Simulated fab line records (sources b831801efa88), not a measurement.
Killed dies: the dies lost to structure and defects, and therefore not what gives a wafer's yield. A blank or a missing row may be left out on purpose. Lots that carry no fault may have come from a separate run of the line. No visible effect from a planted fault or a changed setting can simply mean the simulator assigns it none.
Which tool was responsible? + flow gf180mcu + 12 lots with 36 wafers sampled at 7 steps, on a route of 602 steps

## WHAT THE GAUGES READ, wafer by wafer
GF_CONTACT_RS_MEAS_25: a four-point-probe measurement.
| lot  | measured     | on           | CONTACT_W_RS (ohm/sq) |
|------|--------------|--------------|-----------------------|
| L728 | day 16 13:25 | filmMetro-01 | 0.386 0.386 0.381     |
| L729 | day 16 13:46 | filmMetro-04 | 0.388 0.386 0.369     |
| L731 | day 17 20:37 | filmMetro-01 | 0.381 0.383 0.380     |
| L732 | day 17 21:41 | filmMetro-04 | 0.377 0.381 0.380     |
| L733 | day 18 17:35 | filmMetro-01 | 0.380 0.385 0.387     |
| L734 | day 18 19:11 | filmMetro-04 | 0.384 0.386 0.381     |
| L735 | day 19 01:47 | filmMetro-02 | 0.384 0.389 0.378     |
| L736 | day 19 14:20 | filmMetro-02 | 0.378 0.393 0.387     |
| L742 | day 21 21:07 | filmMetro-04 | 0.381 0.383 0.386     |
| L744 | day 22 12:40 | filmMetro-04 | 0.379 0.377 0.377     |
| L745 | day 22 16:43 | filmMetro-01 | 0.383 0.269 0.386     |
| L749 | day 23 23:21 | filmMetro-02 | 0.383 0.386 0.378     |

GF_CONTACT_THK_MEAS_26: measures by xrf.
| lot  | measured     | on           | CONTACT_W_THK (nm) |
|------|--------------|--------------|--------------------|
| L728 | day 16 13:31 | filmMetro-01 | 281 279 282        |
| L729 | day 16 13:52 | filmMetro-04 | 280 283 294        |
| L731 | day 17 20:44 | filmMetro-01 | 285 286 285        |
| L732 | day 17 21:49 | filmMetro-04 | 290 289 289        |
| L733 | day 18 17:42 | filmMetro-01 | 287 282 281        |
| L734 | day 18 19:19 | filmMetro-04 | 280 280 283        |
| L735 | day 19 01:55 | filmMetro-02 | 282 278 284        |
| L736 | day 19 14:28 | filmMetro-02 | 285 274 279        |
| L742 | day 21 21:13 | filmMetro-04 | 284 283 284        |
| L744 | day 22 12:47 | filmMetro-04 | 287 291 290        |
| L745 | day 22 16:49 | filmMetro-01 | 283 394 282        |
| L749 | day 23 23:28 | filmMetro-02 | 281 279 287        |

GF_M1_RS_MEAS_05: a four-point-probe measurement.
| lot  | measured     | on           | M1_ALCU_RS (ohm/sq)  |
|------|--------------|--------------|----------------------|
| L728 | day 16 14:07 | filmMetro-04 | 0.0694 0.0688 0.0689 |
| L729 | day 16 14:28 | filmMetro-03 | 0.0693 0.0706 0.0685 |
| L731 | day 17 21:38 | filmMetro-03 | 0.0698 0.0701 0.0692 |
| L732 | day 17 22:31 | filmMetro-01 | 0.0702 0.0684 0.0704 |
| L733 | day 18 18:18 | filmMetro-03 | 0.0685 0.0697 0.0685 |
| L734 | day 18 19:53 | filmMetro-04 | 0.0681 0.0688 0.0675 |
| L735 | day 19 02:29 | filmMetro-03 | 0.0689 0.0718 0.0708 |
| L736 | day 19 15:02 | filmMetro-04 | 0.0692 0.0697 0.0681 |
| L742 | day 21 21:49 | filmMetro-04 | 0.0705 0.0703 0.0703 |
| L744 | day 22 13:28 | filmMetro-01 | 0.0700 0.0691 0.0689 |
| L745 | day 22 17:25 | filmMetro-01 | 0.0689 0.0692 0.0688 |
| L749 | day 24 00:10 | filmMetro-01 | 0.0698 0.0695 0.0694 |

GF_M1_THK_MEAS_06: measures by xrf.
| lot  | measured     | on           | M1_ALCU_THK (nm) |
|------|--------------|--------------|------------------|
| L728 | day 16 14:13 | filmMetro-04 | 444 449 451      |
| L729 | day 16 14:34 | filmMetro-03 | 444 436 448      |
| L731 | day 17 21:45 | filmMetro-03 | 441 437 443      |
| L732 | day 17 22:38 | filmMetro-01 | 440 452 438      |
| L733 | day 18 18:25 | filmMetro-03 | 449 442 449      |
| L734 | day 18 20:01 | filmMetro-04 | 455 452 460      |
| L735 | day 19 02:37 | filmMetro-03 | 446 430 435      |
| L736 | day 19 15:10 | filmMetro-04 | 447 447 454      |
| L742 | day 21 21:55 | filmMetro-04 | 443 443 441      |
| L744 | day 22 13:35 | filmMetro-01 | 440 445 447      |
| L745 | day 22 17:31 | filmMetro-01 | 444 445 446      |
| L749 | day 24 00:17 | filmMetro-01 | 438 443 443      |

GF_V1_THK_MEAS_25: measures by xrf.
| lot  | measured     | on           | V1_W_THK (nm) |
|------|--------------|--------------|---------------|
| L728 | day 18 15:07 | filmMetro-02 | 324 321 319   |
| L729 | day 18 15:59 | filmMetro-01 | 336 340 339   |
| L731 | day 20 00:30 | filmMetro-03 | 346 338 343   |
| L732 | day 20 01:23 | filmMetro-02 | 330 322 323   |
| L733 | day 20 21:55 | filmMetro-01 | 335 339 335   |
| L734 | day 20 23:22 | filmMetro-02 | 331 324 325   |
| L735 | day 21 06:08 | filmMetro-01 | 332 340 335   |
| L736 | day 21 18:23 | filmMetro-01 | 331 338 337   |
| L742 | day 23 22:27 | filmMetro-01 | 327 340 326   |
| L744 | day 24 12:54 | filmMetro-03 | 329 329 327   |
| L745 | day 24 16:47 | filmMetro-03 | 327 327 327   |
| L749 | day 25 21:29 | filmMetro-02 | 333 338 331   |

## EACH LOT AND THE TOOL THAT RAN IT (in order: tool; ch and the chambers of the sampled wafers; start)
| lot  | GF_CONTACT_CVD_24            | GF_CONTACT_CMP_27             |
|------|------------------------------|-------------------------------|
| L728 | cvdW-01 ch 0,1, day 16 13:18 | cmp-02 ch 1,2,3, day 16 13:42 |
| L729 | cvdW-02 ch 0,1, day 16 13:38 | cmp-02 ch 1,2,3, day 16 13:58 |
| L731 | cvdW-01 ch 0,1, day 17 20:31 | cmp-01 ch 0,1,3, day 17 21:07 |
| L732 | cvdW-02 ch 0,1, day 17 21:35 | cmp-01 ch 0,1,2, day 17 21:59 |
| L733 | cvdW-02 ch 0,1, day 18 17:28 | cmp-01 ch 1,2, day 18 17:45   |
| L734 | cvdW-01 ch 0,1, day 18 19:05 | cmp-02 ch 1,2,3, day 18 19:28 |
| L735 | cvdW-02 ch 0,1, day 19 01:41 | cmp-02 ch 0,2, day 19 02:01   |
| L736 | cvdW-02 ch 0,1, day 19 14:14 | cmp-02 ch 0,2,3, day 19 14:31 |
| L742 | cvdW-01 ch 0,1, day 21 21:01 | cmp-02 ch 0,1,3, day 21 21:25 |
| L744 | cvdW-01 ch 0, day 22 12:34   | cmp-01 ch 0,1,2, day 22 12:50 |
| L745 | cvdW-02 ch 0,1, day 22 16:35 | cmp-01 ch 0,2,3, day 22 16:58 |
| L749 | cvdW-01 ch 0,1, day 23 23:15 | cmp-01 ch 1,2, day 23 23:38   |
- GF_CONTACT_CVD_24: deposits W, target thk 300 nm, time 90.339 s.
- GF_CONTACT_CMP_27: polishes, stops on SiO2, t overpolish 15 s, target thk 0 nm.

## AS READ BY THE TOOLS THEMSELVES (means over the sampled wafers that have a number; for cases with no such wafer, the mark the record gives instead)
GF_CONTACT_CVD_24.
| lot  | tool    | chamberPressureTorr (Torr) | heaterPowerW (W) |
|------|---------|----------------------------|------------------|
| L728 | cvdW-01 | 39.98                      | 728              |
| L729 | cvdW-02 | 40.03                      | 890              |
| L731 | cvdW-01 | 40.04                      | 738              |
| L732 | cvdW-02 | 40.03                      | 808              |
| L733 | cvdW-02 | 40.01                      | 815              |
| L734 | cvdW-01 | 39.95                      | 748              |
| L735 | cvdW-02 | 39.92                      | 800              |
| L736 | cvdW-02 | 39.92                      | 800              |
| L742 | cvdW-01 | 40.08                      | 752              |
| L744 | cvdW-01 | 40.11                      | 727              |
| L745 | cvdW-02 | 39.96                      | 804              |
| L749 | cvdW-01 | 40.02                      | 758              |

GF_CONTACT_CMP_27.
| lot  | tool   | motorCurrentA (A) | timeToEndpointS (s) |
|------|--------|-------------------|---------------------|
| L728 | cmp-02 | 11.9              | 75                  |
| L729 | cmp-02 | 11.4              | 73                  |
| L731 | cmp-01 | 10.9              | 68                  |
| L732 | cmp-01 | 11.7              | 72                  |
| L733 | cmp-01 | 12.6              | 69                  |
| L734 | cmp-02 | 11.5              | 73                  |
| L735 | cmp-02 | 12.1              | 70                  |
| L736 | cmp-02 | 11.4              | 70                  |
| L742 | cmp-02 | 11.3              | 68                  |
| L744 | cmp-01 | 11.5              | 68                  |
| L745 | cmp-01 | 10.0              | 74                  |
| L749 | cmp-01 | 12.9              | 69                  |

## THE ANSWER, worked out from the rows above alone
Rule: the lots themselves supply what counts as usual. Put in order of their means at a reading, lots are off if they are a third of the lots or fewer, leave a main group of 4 or more, and stand apart from it by a gap of 3 or more times the standard deviation of the main group's means; of several such gaps the widest counts. A main group is skipped when, at the precision printed for the reading in the tables above, its means are all equal. A lot without any number at a reading at which 4 lots or more have one is off too. All remaining lots with rows at the step are treated as sound. The gauges are gone through in route order, then the tools' own readings, and for those a lot's mean is taken as printed above. At the first step where some lot is off, the reading lying furthest off is the one used; lots without a number count as furthest.
Off: L745, seen at GF_CONTACT_RS_MEAS_25 (CONTACT_W_RS). Main group: mean 0.382 ohm/sq, sd 0.0023.
If a tool, at a process step before that reading, ran all the lots that are off and no sound lot after the first of them, it fits. Gauges at GF_CONTACT_RS_MEAS_25: tried the same way as those tools. This does not decide it: 2 tools fit, namely cvdW-02 at GF_CONTACT_CVD_24 and filmMetro-01 at GF_CONTACT_RS_MEAS_25.

## WHAT THE SIMULATOR HAD PUT IN
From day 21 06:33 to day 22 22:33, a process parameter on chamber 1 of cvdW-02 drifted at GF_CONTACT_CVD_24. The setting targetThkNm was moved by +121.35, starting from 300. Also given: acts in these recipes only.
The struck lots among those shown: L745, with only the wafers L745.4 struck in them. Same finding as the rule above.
